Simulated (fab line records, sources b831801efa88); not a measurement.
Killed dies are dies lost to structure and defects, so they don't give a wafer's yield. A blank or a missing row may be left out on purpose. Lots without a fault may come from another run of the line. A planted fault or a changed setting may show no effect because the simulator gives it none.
Which tool did it? | flow sky130 | 12 lots, 36 wafers sampled, at 1 step of a route of 708

WHAT THE GAUGES READ, wafer by wafer
SKY_VT_ADJUST_HVTR_OVL_MEAS_08.
lot  | measured     | on         | VT_ADJUST_HVTR_OVL (nm)
L075 | day 9 11:40  | overlay-02 | -0.6 -0.9 -0.1
L077 | day 10 20:46 | overlay-02 | -1.9 -0.2 -0.1
L079 | day 12 00:37 | overlay-01 | -1.8 -2.0 -3.1
L082 | day 12 11:43 | overlay-02 | -1.3 -1.6 -2.4
L084 | day 12 13:16 | overlay-02 | -0.8 -1.4 -1.8
L085 | day 12 19:23 | overlay-01 | -1.0 -2.3 -1.6
L087 | day 13 13:58 | overlay-02 | 0.4 0.1 1.0
L090 | day 14 20:18 | overlay-02 | -0.3 -3.2 -1.4
L092 | day 15 12:34 | overlay-01 | -0.1 -0.5 -0.2
L093 | day 15 21:19 | overlay-02 | -0.5 0.3 -1.1
L095 | day 16 05:34 | overlay-01 | -0.7 -0.8 0.5
L097 | day 16 13:51 | overlay-01 | -0.9 0.6 -3.7

WHICH TOOL RAN EACH LOT (tool, then ch and the chambers of the sampled wafers, then the start)
The record holds no process step before these readings.

THE ANSWER, worked out from the rows above alone
Rule: what is usual is taken from the lots themselves. Put in order of their means at a reading, lots are off if they are a third of the lots or fewer, leave a main group of 4 or more, and stand apart from it by a gap of 3 or more times the standard deviation of the main group's means; of several such gaps the widest counts. A main group whose means are all the same, to the digits that the tables above print for the reading, isn't used. A lot without any number at a reading at which 4 lots or more have one is off too. The other lots that the step has rows for count as sound.
No lot is off at any reading shown: from this, nothing can be told.

WHAT THE SIMULATOR HAD PUT IN
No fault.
